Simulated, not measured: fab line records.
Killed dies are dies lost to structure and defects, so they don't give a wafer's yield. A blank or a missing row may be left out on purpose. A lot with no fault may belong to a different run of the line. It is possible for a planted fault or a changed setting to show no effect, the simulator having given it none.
Comparing a struck lot with a sound one    flow sky130    15 out of 708 route steps
Sound: the wafers L528.1, L528.4, L528.5. Struck: wafers L539.1, L539.3, L539.5. At the end, the cause is stated.
At each step with rows: each side's tool, then ch and its chambers, then its first start. Under that, the readings that differ: sound wafers    struck wafers    difference of the means    sigmas: that difference in standard deviations of wafers without a fault.
alike: readings with means less than 2 such deviations apart, plus words and numbers identical on both sides. not compared: withheld readings, readings lacking a value on some wafer, bounds such as >300 that could conceal the same value, and numbers that have no deviation in the record and whose values overlap.
A row with sigmas, a row that says differs or no value, or rows on one side alone: a step with any of these is where the two part. Numbers that don't overlap but have no deviation are shown without sigmas and don't part them. A reading that every wafer of one side lacks parts them only if that side has two wafers or more.

first, 2 steps without rows for these wafers: SKY_VT_ADJUST_PCH_PEB_05; SKY_VT_ADJUST_PCH_DEVELOP_06 (develop time 60 s).
SKY_VT_ADJUST_PCH_OVL_MEAS_07:
  sound: overlay-01 at day 10 13:47; struck: overlay-01 at day 14 02:50
  alike: VT_ADJUST_PCH_OVL
following that, these wafers have no rows for 1 step: SKY_VT_ADJUST_PCH_IMPLANT_08.
SKY_VT_ADJUST_PCH_STRIP_09: strips in O2/N2.
  sound on plasma-asher-02 ch 0,1, day 10 13:59; struck on plasma-asher-02 ch 0,1, day 14 03:02
  alike: drypump-motor-current-A, oes-product-au, strip-time-to-endpoint-s
  not compared: rf-hours-counter-h
SKY_VT_ADJUST_PCH_TW_MEAS_10:
  sound: film-metro-02 at day 10 14:05; struck: film-metro-02 at day 14 03:08
  alike: VT_ADJUST_PCH_TW
then, 6 steps without rows for these wafers: SKY_SONOS_TUNNEL_DEHYDRATE_00 (time 60 s); SKY_SONOS_TUNNEL_HMDS_01 (prime time 60 s); SKY_SONOS_TUNNEL_COAT_02 (resist thk 1140 nm); SKY_SONOS_TUNNEL_SOFTBAKE_03 (time 60 s); SKY_SONOS_TUNNEL_EXPOSE_04 (exposes mask TUNM, target cd 410 nm); SKY_SONOS_TUNNEL_PEB_05.
SKY_SONOS_TUNNEL_DEVELOP_06: develop time 60 s.
  sound on litho-track-04 ch 0, day 11 11:56; struck on litho-track-04 ch 0, day 15 04:35
SKY_SONOS_TUNNEL_OVL_MEAS_08:
  sound: overlay-02 at day 11 12:13; struck: overlay-02 at day 15 06:22
reading  sound  struck                                                                      difference                    sigmas
hold     - - -  await-dispo/1.2h/release await-dispo/1.2h/release await-dispo/1.2h/release  no value on the sound wafers  
  alike: SONOS_TUNNEL_OVL
-- record jumps: 33 days separate the struck wafers' starts on either side; left off in module SONOS_TUNNEL, taken up again in module PAD_OPEN, whose first shown step is the route's number 708 --
SKY_PAD_OPEN_PROBE_99:
  sound: prober-01 at day 45 20:31; struck: prober-02 at day 48 16:01
reading              sound     struck                                                                difference                    sigmas
hold                 - - -     await-dispo/3.6h/scrap await-dispo/3.6h/scrap await-dispo/3.6h/scrap  no value on the sound wafers  
killed-at-front-end  6 14 13   383 395 403                                                           +383                          +96
killed-dies          82 81 83  449 468 464                                                           +378                          +38
killed-on-rim        15 15 14  72 83 78                                                              +63                           +17
  alike: killed_at_M0_to_M3, killed_at_M4_up, killed-at-contacts, killed-at-other, killed-open, killed-short

== WHERE THEY PART ==
Last at SKY_PAD_OPEN_PROBE_99 as far as this record goes, first at SKY_SONOS_TUNNEL_OVL_MEAS_08.

WHY: the cause the simulator had injected
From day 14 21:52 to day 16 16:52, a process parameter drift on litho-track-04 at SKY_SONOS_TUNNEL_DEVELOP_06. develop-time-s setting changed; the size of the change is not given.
